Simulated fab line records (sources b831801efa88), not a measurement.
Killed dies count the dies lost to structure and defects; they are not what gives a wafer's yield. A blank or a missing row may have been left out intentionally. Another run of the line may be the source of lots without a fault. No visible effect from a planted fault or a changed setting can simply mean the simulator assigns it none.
A single fault, viewed from 2 desks / flow gf180mcu / each desk has only its own numbers; what lay behind them comes last

FROM THE METROLOGY DESK
What the gauges read, lot by lot, whatever tool the lot ran on: means of the sampled wafers that have a number. Marked OUT: a lot whose mean sits more than 4 standard deviations from the usual mean, which makes it out of limits; the brackets give that distance.
Columns: A = V1_OVL at GF_V1_OVL_MEAS_15, usual 4 nm
lot=L147; first seen here=day 18 01:43; A=8
lot=L149; first seen here=day 18 21:31; A=3
lot=L153; first seen here=day 20 06:43; A=9
lot=L155; first seen here=day 21 07:25; A=1
lot=L156; first seen here=day 21 09:27; A=2
lot=L158; first seen here=day 22 06:06; A=7
lot=L159; first seen here=day 23 00:56; A=2
lot=L160; first seen here=day 23 02:41; A=2
lot=L161; first seen here=day 23 05:41; A=4
lot=L162; first seen here=day 23 15:32; A=8
lot=L163; first seen here=day 24 00:26; A=-3
lot=L164; first seen here=day 24 04:53; A=-2
lot=L169; first seen here=day 26 00:34; A=5
Finding of this desk: none of the 13 lots has anything out of limits.

FOR THE TOOL OWNER'S DESK: pvdSputter-02
The tool's own readings at GF_M2_SPUTTER_04 (material TiN, target thk 50 nm, time 40.57 s): means of the sampled wafers that have a number, for each lot that ran on this tool. Marked OUT: a lot whose mean sits more than 4 standard deviations from the usual mean, which makes it out of limits; the brackets give that distance.
Columns: A = chamberPressurePa at GF_M2_SPUTTER_04, usual 0.3999 Pa; B = throttleValvePct at GF_M2_SPUTTER_04, usual 30.0 %
lot=L156; first seen here=day 21 11:04; A=0.3987; B=29.4
lot=L159; first seen here=day 23 02:30; A=0.3999; B=29.6
lot=L161; first seen here=day 23 07:22; A=0.4003; B=29.6
lot=L163; first seen here=day 24 02:01; A=0.3605 (-45) OUT; B=31.1
lot=L164; first seen here=day 24 17:11; A=0.3612 (-44) OUT; B=31.4
Finding of this desk: L163, L164 out of limits; the first was L163 at day 24 02:01, on chamberPressurePa at GF_M2_SPUTTER_04. In limits: L156, L159, L161.

ALL TOGETHER
The tool owner's desk had the chance to raise an alarm at day 24 02:01 on L163, L164.
Nothing out of limits was seen by the metrology desk.
The metrology desk has L163, L164 on record, within its limits.
GF_M2_SPUTTER_04 was run on pvdSputter-02 by each of the lots named.

WHAT WAS PUT IN BY THE SIMULATOR
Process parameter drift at GF_M2_SPUTTER_04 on pvdSputter-02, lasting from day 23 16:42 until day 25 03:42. A move of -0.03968 in setting chamberPressurePa, from 0.4. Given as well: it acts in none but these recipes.
Shown lots that were struck: L163, L164.
Delay in hours, fault start to first out-of-limits reading, by desk: the tool owner's desk at 9.
